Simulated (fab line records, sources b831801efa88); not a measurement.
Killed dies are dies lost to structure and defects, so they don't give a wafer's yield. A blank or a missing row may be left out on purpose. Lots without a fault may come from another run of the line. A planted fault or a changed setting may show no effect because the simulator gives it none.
Problem report in the 8D (eight disciplines) form, filled by code | flow sky130 | the parts of the form that need people (team, actions taken, sign-off) are left out

1. THE PROBLEM
POLY_GATE_CVD_00_THK at SKY_POLY_GATE_THK_MEAS_01 reads a mean of 133.4 nm on 6 wafers of 2 lots; wafers without a fault read 180.1 nm with a standard deviation of 1.6. That is -29 standard deviations from the usual mean.
First seen on wafer L307.1, day 19 14:28, on film_metro-04. The record holds 33 wafers of 11 lots with a number at this step. Rule for "out", or "out of limits": more than 4 standard deviations from the usual mean. The other wafers with a number count as sound.

2. WHAT IT IS AND WHAT IT IS NOT
question                    | is                     | is not
which readings at this step | POLY_GATE_CVD_00_THK   | -
which lots                  | L307, L308             | L292, L293, L294, L296, L297, L298, L299, L303, L304
which wafers of those lots  | all that have a number | -
read on which gauges        | film_metro-04          | film_metro-01, film_metro-03
when                        | from day 19 14:28      | up to then (27 sound wafers)

3. SUSPECTS, AND WHAT RULES EACH OUT
Counting: a tool at a process step up to the reading stays a suspect if it ran every lot that is out and no sound lot after the first of them.
- the gauge at SKY_POLY_GATE_THK_MEAS_01: ruled out. All the wafers that are out were read on film_metro-04, but those of them that SKY_POLY_GATE_ETCH_17 has rows for are out there too, on other tools.
- lpcvd-01 at SKY_POLY_GATE_CVD_00 (deposits poly-Si, target thk 180 nm, time 720 s): kept. It ran every lot that is out, first L307 (day 19 13:16), and no sound lot after that; its last sound lot up to then is L303 (day 18 20:10).
Left after counting: lpcvd-01 at SKY_POLY_GATE_CVD_00.

4. THE CAUSE (what the simulator had put in)
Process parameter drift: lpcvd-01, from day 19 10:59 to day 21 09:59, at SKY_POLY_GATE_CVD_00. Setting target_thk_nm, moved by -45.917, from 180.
Counting left only this tool.

5. THE CHAIN OF EFFECTS, in route order
Each row: a reading whose mean over the struck wafers that have a number lies more than 3 standard deviations from the usual. Only readings for which the record gives a usual standard deviation are gone through. hours: the time from each lot's start at the first step in this table that gives one to its start at this step, as a median over the lots. sigmas: the change in usual standard deviations.
hours | step                      | reading              | usual      | on struck wafers | change | sigmas
0     | SKY_POLY_GATE_THK_MEAS_01 | POLY_GATE_CVD_00_THK | 180.1 nm   | 133.4            | -46.7  | -29
65    | SKY_POLY_GATE_ETCH_17     | oes_product_au       | 0.989 a.u. | 0.810            | -0.179 | -22
The process steps in it:
- SKY_POLY_GATE_ETCH_17: etches poly-Si in HBr/Cl2, stops on SiO2, target depth 180 nm, time 70.5 s.
Later measuring or inspecting steps at which every struck wafer that the step has a row for has a number for every such reading, and none has moved that far: SKY_LDD_N_OVL_MEAS_07.

6. WHAT WOULD HAVE CAUGHT IT SOONER
In this record the first reading out of limits at a measuring or inspecting step was taken at day 19 14:28, 3 hours after the fault began at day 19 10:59.
Of the tool readings at SKY_POLY_GATE_CVD_00 for which the record gives a usual standard deviation, none was out on any struck wafer, so an alarm limit of 4 standard deviations on them would not have fired.
Of the lots that are out (2), L308 began SKY_POLY_GATE_CVD_00 on lpcvd-01 after day 19 14:28. A hold on the tool at that time would have spared it.
